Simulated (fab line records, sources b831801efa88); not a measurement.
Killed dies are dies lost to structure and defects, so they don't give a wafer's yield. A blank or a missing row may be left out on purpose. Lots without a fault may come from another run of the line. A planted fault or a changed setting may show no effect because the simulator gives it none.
Which tool did it? | flow gf180mcu | 24 lots, 72 wafers sampled, at 6 steps of a route of 602

WHAT THE GAUGES READ, wafer by wafer
GF_M5_OVL_MEAS_08. Usual: M5_OVL 3 nm, standard deviation 6.1.
lot  | measured     | on         | M5_OVL (nm) | flag
L074 | day 26 05:38 | overlay-02 | 3 11 7      |
L075 | day 26 13:11 | overlay-02 | 11 16 12    |
L076 | day 26 19:29 | overlay-02 | 1 1 -1      |
L077 | day 27 06:41 | overlay-01 | 1 11 -2     |
L078 | day 27 12:08 | overlay-01 | -2 6 -1     |
L079 | day 27 22:35 | overlay-01 | 5 5 8       |
L080 | day 28 09:02 | overlay-01 | 2 6 9       |
L081 | day 28 16:08 | overlay-01 | 15 15 17    |
L082 | day 28 18:59 | overlay-01 | 4 7 5       |
L083 | day 29 05:47 | overlay-02 | -10 0 -2    |
L084 | day 29 11:05 | overlay-01 | 0 -3 3      |
L085 | day 29 12:30 | overlay-02 | 2 -2 8      |
L086 | day 29 23:57 | overlay-02 | 9 10 5      |
L087 | day 30 06:59 | overlay-01 | 3 3 8       |
L088 | day 30 21:47 | overlay-01 | 1 -11 -3    |
L089 | day 30 23:41 | overlay-01 | 7 6 9       |
L090 | day 30 23:48 | overlay-02 | -3 -6 1     |
L091 | day 31 16:17 | overlay-02 | 0 -1 0      |
L092 | day 31 22:50 | overlay-02 | 4 10 9      |
L093 | day 32 07:35 | overlay-02 | 12 14 12    |
L094 | day 32 09:41 | overlay-02 | -5 -1 -1    |
L095 | day 32 13:17 | overlay-01 | 0 -7 -2     |
L096 | day 32 22:44 | overlay-01 | -7 -9 -7    |
L097 | day 33 00:05 | overlay-01 | 1 -2 0      |

GF_TOP_METAL_THK_MEAS_06: measures by xrf. Usual: TOP_METAL_ALCU_THK 924 nm, standard deviation 12.
lot  | measured     | on            | TOP_METAL_ALCU_THK (nm) | flag
L074 | day 27 05:55 | film_metro-01 | 932 944 951             |
L075 | day 27 13:14 | film_metro-02 | 901 913 904             |
L076 | day 27 19:00 | film_metro-01 | 935 932 932             |
L077 | day 28 05:21 | film_metro-02 | 926 939 939             |
L078 | day 28 10:34 | film_metro-02 | 910 914 918             |
L079 | day 28 21:46 | film_metro-01 | 937 930 937             |
L080 | day 29 07:29 | film_metro-02 | 938 923 925             |
L081 | day 29 15:17 | film_metro-04 | 918 903 913             |
L082 | day 29 17:09 | film_metro-02 | 909 914 917             |
L083 | day 30 03:52 | film_metro-02 | 909 923 902             |
L084 | day 30 08:35 | film_metro-02 | 914 918 915             |
L085 | day 30 09:43 | film_metro-01 | 918 930 921             |
L086 | day 30 21:11 | film_metro-02 | 923 928 922             |
L087 | day 31 04:24 | film_metro-01 | 912 934 924             |
L088 | day 31 18:29 | film_metro-02 | 928 944 908             |
L089 | day 31 20:22 | film_metro-04 | 941 909 924             |
L090 | day 31 20:40 | film_metro-04 | 924 925 926             |
L091 | day 32 12:17 | film_metro-02 | 930 932 914             |
L092 | day 32 18:25 | film_metro-02 | 931 931 932             |
L093 | day 33 03:07 | film_metro-02 | 923 917 916             |
L094 | day 33 05:25 | film_metro-01 | 929 940 923             |
L095 | day 33 07:53 | film_metro-01 | 929 923 928             |
L096 | day 33 17:29 | film_metro-01 | 937 935 921             |
L097 | day 33 18:32 | film_metro-01 | 936 933 930             |

GF_PASSIVATION_THK_MEAS_03. Usual: PASSIVATION_CVD_02_THK 700 nm, standard deviation 8.9.
lot  | measured     | on            | PASSIVATION_CVD_02_THK (nm) | flag
L074 | day 28 02:16 | film_metro-03 | 693 706 707                 |
L075 | day 28 09:10 | film_metro-01 | 698 692 710                 |
L076 | day 28 15:36 | film_metro-01 | 707 701 723                 |
L077 | day 29 01:43 | film_metro-04 | 688 705 704                 |
L078 | day 29 06:34 | film_metro-04 | 700 691 695                 |
L079 | day 29 18:07 | film_metro-04 | 686 697 702                 |
L080 | day 30 03:39 | film_metro-04 | 694 702 715                 |
L081 | day 30 10:37 | film_metro-01 | 695 695 713                 |
L082 | day 30 12:58 | film_metro-01 | 693 695 700                 |
L083 | day 30 23:15 | film_metro-01 | 704 698 711                 |
L084 | day 31 04:18 | film_metro-04 | 694 694 694                 |
L085 | day 31 05:04 | film_metro-03 | 697 707 697                 |
L086 | day 31 16:22 | film_metro-04 | 680 691 706                 |
L087 | day 31 22:49 | film_metro-01 | 698 709 710                 |
L088 | day 32 12:05 | film_metro-03 | 698 695 723                 |
L089 | day 32 13:43 | film_metro-01 | 694 700 706                 |
L090 | day 32 14:02 | film_metro-01 | 687 682 694                 |
L091 | day 33 05:49 | film_metro-01 | 694 710 702                 |
L092 | day 33 12:02 | film_metro-04 | 699 685 710                 |
L093 | day 33 19:43 | film_metro-04 | 687 704 706                 |
L094 | day 33 22:09 | film_metro-04 | 695 696 691                 |
L095 | day 33 23:57 | film_metro-04 | 696 701 706                 |
L096 | day 34 09:53 | film_metro-01 | 714 705 702                 |
L097 | day 34 11:18 | film_metro-01 | 704 709 709                 |

WHICH TOOL RAN EACH LOT (tool, then ch and the chambers of the sampled wafers, then the start)
lot  | GF_V3_CVD_23                  | GF_M4_SPUTTER_02             | GF_MIM_CVD_05
L074 | cvd_w-02 ch 0,1, day 22 09:26 | pvd_sputter-03, day 22 10:09 | pecvd-03 ch 0,1, day 24 10:02
L075 | cvd_w-02 ch 0,1, day 22 16:26 | pvd_sputter-04, day 22 17:09 | pecvd-04 ch 0,1,2, day 24 18:00
L076 | cvd_w-01 ch 0,1, day 22 23:11 | pvd_sputter-02, day 22 23:54 | pecvd-02 ch 0,2, day 25 00:17
L077 | cvd_w-01 ch 0,1, day 23 13:50 | pvd_sputter-02, day 23 14:33 | pecvd-02 ch 0,2, day 25 13:03
L078 | cvd_w-01 ch 0,1, day 23 17:50 | pvd_sputter-04, day 23 18:33 | pecvd-02 ch 0,2, day 25 18:14
L079 | cvd_w-02 ch 0,1, day 24 07:19 | pvd_sputter-03, day 24 08:00 | pecvd-03 ch 0,1,2, day 26 06:05
L080 | cvd_w-01 ch 0,1, day 24 18:19 | pvd_sputter-02, day 24 19:02 | pecvd-03 ch 0,1, day 26 16:59
L081 | cvd_w-01 ch 0,1, day 25 01:32 | pvd_sputter-03, day 25 02:15 | pecvd-03 ch 1,2, day 27 00:05
L082 | cvd_w-01 ch 0,1, day 25 06:13 | pvd_sputter-04, day 25 06:56 | pecvd-03 ch 1,2, day 27 03:15
L083 | cvd_w-02 ch 0,1, day 25 17:47 | pvd_sputter-04, day 25 18:31 | pecvd-03 ch 0,2, day 27 14:54
L084 | cvd_w-02 ch 0,1, day 25 22:45 | pvd_sputter-02, day 25 23:28 | pecvd-02 ch 1,2, day 27 20:05
L085 | cvd_w-02 ch 0,1, day 26 00:41 | pvd_sputter-02, day 26 01:22 | pecvd-02 ch 0,1,2, day 27 21:19
L086 | cvd_w-01 ch 0,1, day 26 14:56 | pvd_sputter-02, day 26 15:39 | pecvd-02 ch 0,2, day 28 09:44
L087 | cvd_w-01 ch 0,1, day 26 21:38 | pvd_sputter-03, day 26 22:23 | pecvd-02 ch 0,2, day 28 16:44
L088 | cvd_w-01 ch 0,1, day 27 13:35 | pvd_sputter-04, day 27 14:31 | pecvd-04 ch 0,1,2, day 29 08:23
L089 | cvd_w-01 ch 0,1, day 27 15:35 | pvd_sputter-03, day 27 16:19 | pecvd-03 ch 0,1, day 29 10:10
L090 | cvd_w-02 ch 0,1, day 27 15:49 | pvd_sputter-04, day 27 16:32 | pecvd-02 ch 0,1, day 29 11:14
L091 | cvd_w-01 ch 0,1, day 28 10:35 | pvd_sputter-03, day 28 11:19 | pecvd-02 ch 0,1,2, day 30 04:24
L092 | cvd_w-01 ch 0,1, day 28 16:35 | pvd_sputter-04, day 28 17:18 | pecvd-02 ch 0,1, day 30 10:49
L093 | cvd_w-02 ch 0,1, day 29 04:53 | pvd_sputter-03, day 29 05:37 | pecvd-02 ch 0,2, day 30 21:41
L094 | cvd_w-01 ch 0,1, day 29 06:11 | pvd_sputter-03, day 29 06:55 | pecvd-02 ch 0,1,2, day 30 23:08
L095 | cvd_w-02 ch 0,1, day 29 10:31 | pvd_sputter-02, day 29 11:14 | pecvd-03 ch 0,1, day 31 02:50
L096 | cvd_w-02 ch 0,1, day 29 20:17 | pvd_sputter-03, day 29 21:00 | pecvd-04 ch 1,2, day 31 12:10
L097 | cvd_w-01 ch 0,1, day 29 22:07 | pvd_sputter-04, day 29 22:50 | pecvd-02 ch 0,1, day 31 14:17
- GF_V3_CVD_23: deposits W, target thk 350 nm, time 104.9 s.
- GF_M4_SPUTTER_02: material AlCu, target thk 450 nm, time 23.9 s.
- GF_MIM_CVD_05: deposits Si3N4, target thk 42 nm, time 29.086 s.

WHAT THE TOOLS THEMSELVES READ (means of the sampled wafers that have a number; where no wafer has one, the mark that the record gives instead)
GF_V3_CVD_23. Usual: chamber_pressure_Torr 40.00 Torr, standard deviation 0.094; heater_power_w 926 W, standard deviation 100.
lot  | tool     | chamber_pressure_Torr (Torr) | heater_power_w (W) | flag
L074 | cvd_w-02 | 40.05                        | 840                |
L075 | cvd_w-02 | 39.96                        | 855                |
L076 | cvd_w-01 | 39.94                        | 945                |
L077 | cvd_w-01 | 40.06                        | 944                |
L078 | cvd_w-01 | 39.96                        | 994                |
L079 | cvd_w-02 | 39.93                        | 848                |
L080 | cvd_w-01 | 40.02                        | 1003               |
L081 | cvd_w-01 | 40.13                        | 953                |
L082 | cvd_w-01 | 39.95                        | 954                |
L083 | cvd_w-02 | 40.10                        | 867                |
L084 | cvd_w-02 | 40.00                        | 857                |
L085 | cvd_w-02 | 40.05                        | 848                |
L086 | cvd_w-01 | 40.01                        | 1015               |
L087 | cvd_w-01 | 40.05                        | 1015               |
L088 | cvd_w-01 | 39.97                        | 945                |
L089 | cvd_w-01 | 40.03                        | 961                |
L090 | cvd_w-02 | 40.03                        | 851                |
L091 | cvd_w-01 | 39.96                        | 1023               |
L092 | cvd_w-01 | 39.99                        | 945                |
L093 | cvd_w-02 | 39.96                        | 862                |
L094 | cvd_w-01 | 39.89                        | 962                |
L095 | cvd_w-02 | 40.02                        | 841                |
L096 | cvd_w-02 | 40.01                        | 857                |
L097 | cvd_w-01 | 40.03                        | 1031               |

GF_M4_SPUTTER_02. Usual: cathode_dc_power_W 10600 W, standard deviation 1.8; throttle_valve_pct 30.0 %, standard deviation 1.2.
lot  | tool           | cathode_dc_power_W (W) | throttle_valve_pct (%) | flag
L074 | pvd_sputter-03 | 10598                  | 29.1                   |
L075 | pvd_sputter-04 | 10599                  | 30.3                   |
L076 | pvd_sputter-02 | 10600                  | 30.4                   |
L077 | pvd_sputter-02 | 10599                  | 30.1                   |
L078 | pvd_sputter-04 | 10600                  | 29.9                   |
L079 | pvd_sputter-03 | 10601                  | 29.9                   |
L080 | pvd_sputter-02 | 10601                  | 30.4                   |
L081 | pvd_sputter-03 | 10600                  | 30.2                   |
L082 | pvd_sputter-04 | 10600                  | 29.8                   |
L083 | pvd_sputter-04 | 10600                  | 30.1                   |
L084 | pvd_sputter-02 | 10598                  | 30.4                   |
L085 | pvd_sputter-02 | 10601                  | 30.5                   |
L086 | pvd_sputter-02 | 10599                  | 30.7                   |
L087 | pvd_sputter-03 | 10600                  | 30.3                   |
L088 | pvd_sputter-04 | 10600                  | 29.8                   |
L089 | pvd_sputter-03 | 10601                  | 30.2                   |
L090 | pvd_sputter-04 | 10600                  | 29.8                   |
L091 | pvd_sputter-03 | 10600                  | 29.4                   |
L092 | pvd_sputter-04 | 10600                  | 30.4                   |
L093 | pvd_sputter-03 | 10601                  | 31.4                   |
L094 | pvd_sputter-03 | 10601                  | 29.9                   |
L095 | pvd_sputter-02 | 10599                  | 30.8                   |
L096 | pvd_sputter-03 | 10601                  | 30.0                   |
L097 | pvd_sputter-04 | 10600                  | 30.3                   |

GF_MIM_CVD_05. Usual: heater_power_w 690 W, standard deviation 90; temp_max_c 399.98 C, standard deviation 0.21.
lot  | tool     | heater_power_w (W) | temp_max_c (C) | flag
L074 | pecvd-03 | 662                | 399.68         |
L075 | pecvd-04 | 688                | 400.13         |
L076 | pecvd-02 | 736                | 399.97         |
L077 | pecvd-02 | 729                | 400.05         |
L078 | pecvd-02 | 731                | 399.96         |
L079 | pecvd-03 | 702                | 399.87         |
L080 | pecvd-03 | 785                | 399.97         |
L081 | pecvd-03 | 708                | 400.06         |
L082 | pecvd-03 | 695                | 399.79         |
L083 | pecvd-03 | 647                | 399.92         |
L084 | pecvd-02 | 669                | 399.78         |
L085 | pecvd-02 | 688                | 399.92         |
L086 | pecvd-02 | 742                | 399.93         |
L087 | pecvd-02 | 661                | 399.97         |
L088 | pecvd-04 | 708                | 400.02         |
L089 | pecvd-03 | 703                | 399.59         |
L090 | pecvd-02 | 659                | 400.05         |
L091 | pecvd-02 | 696                | 400.13         |
L092 | pecvd-02 | 700                | 399.94         |
L093 | pecvd-02 | 722                | 399.95         |
L094 | pecvd-02 | 661                | 400.13         |
L095 | pecvd-03 | 684                | 400.08         |
L096 | pecvd-04 | 565                | 399.96         |
L097 | pecvd-02 | 694                | 399.76         |

THE ANSWER, worked out from the rows above alone
Rule: a lot is off if the mean of its wafers that have a number lies more than 3 standard deviations from the usual mean. A lot without any number at a reading at which 4 lots or more have one is off too. The other lots that the step has rows for count as sound. The gauges are gone through in route order, then the tools' own readings, and for those a lot's mean is taken as printed above. The first step at which some lot is off is used, and at that step the reading that is off furthest; a lot without a number counts as furthest.
No lot is off at any reading shown: from this, nothing can be told.

WHAT THE SIMULATOR HAD PUT IN
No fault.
